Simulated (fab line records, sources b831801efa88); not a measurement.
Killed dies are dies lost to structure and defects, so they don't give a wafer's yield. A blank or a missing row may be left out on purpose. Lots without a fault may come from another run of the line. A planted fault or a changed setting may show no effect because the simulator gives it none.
One fault seen from 2 desks | flow sky130 | each desk has only its own numbers; what lay behind them comes last

THE METROLOGY DESK
What the gauges read, lot by lot, whatever tool the lot ran on: means of the sampled wafers that have a number. A lot is out of limits, marked OUT, if its mean lies more than 4 standard deviations from the usual mean; the brackets give that distance.
Columns: A = LI_CONTACT_OVL at SKY_LI_CONTACT_OVL_MEAS_13, usual 3 nm; B = LI_CONTACT_W_RS at SKY_LI_CONTACT_RS_MEAS_22, usual 0.284 ohm/sq; C = METAL2_ALCU_THK at SKY_METAL2_THK_MEAS_06, usual 248.1 nm
lot  | first seen here | A  | B     | C
L677 | day 29 22:39    | 2  | 0.287 | 250.4
L680 | day 31 00:23    | 0  | 0.279 | 235.3 (-5.1) OUT
L683 | day 31 21:12    | -0 | 0.281 | 245.0
L689 | day 34 00:44    | 6  | 0.288 | 245.8
L690 | day 34 07:25    | 3  | 0.278 | 247.3
L691 | day 34 17:00    | 3  | 0.283 | 248.5
L692 | day 34 20:14    | -3 | 0.286 | 251.4
L693 | day 34 21:22    | -2 | 0.279 | 246.2
L694 | day 35 08:26    | 13 | 0.281 | 246.8
L695 | day 35 16:37    | 8  | 0.282 | 247.7
L698 | day 36 22:47    | 6  | 0.283 | 251.9
This desk's finding: out of limits on L680; first on L680, day 35 20:09 (METAL2_ALCU_THK at SKY_METAL2_THK_MEAS_06). In limits: L677, L683, L689, L690, L691, L692, L693, L694, L695, L698.

THE TOOL OWNER'S DESK: pvd_sputter-04
The tool's own readings at SKY_METAL2_SPUTTER_04 (material TiN, target thk 70 nm, time 58.3 s): means of the sampled wafers that have a number, for each lot that ran on this tool. A lot is out of limits, marked OUT, if its mean lies more than 4 standard deviations from the usual mean; the brackets give that distance.
Columns: A = cathode_dc_power_W at SKY_METAL2_SPUTTER_04, usual 6500.0 W; B = throttle_valve_pct at SKY_METAL2_SPUTTER_04, usual 29.8 %
lot  | first seen here | A      | B
L677 | day 34 19:32    | 6498.3 | 29.7
L680 | day 35 19:58    | 6500.4 | 28.4
L683 | day 36 14:50    | 6500.6 | 29.6
L692 | day 39 10:38    | 6500.3 | 29.4
L694 | day 39 22:41    | 6500.0 | 30.6
This desk's finding: nothing out of limits on any of the 5 lots.

PUT TOGETHER
The metrology desk could have raised an alarm at day 35 20:09, on L680.
The tool owner's desk saw nothing out of limits.
The tool owner's desk has L680 on record, within its limits.
Of the lots named, all ran SKY_METAL2_SPUTTER_04 on pvd_sputter-04.

WHAT THE SIMULATOR HAD PUT IN
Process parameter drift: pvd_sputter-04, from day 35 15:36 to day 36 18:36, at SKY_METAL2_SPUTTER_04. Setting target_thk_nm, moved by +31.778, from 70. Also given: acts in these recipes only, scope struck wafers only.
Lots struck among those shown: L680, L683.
Hours from the fault's start to each desk's first reading out of limits: the metrology desk, 5.
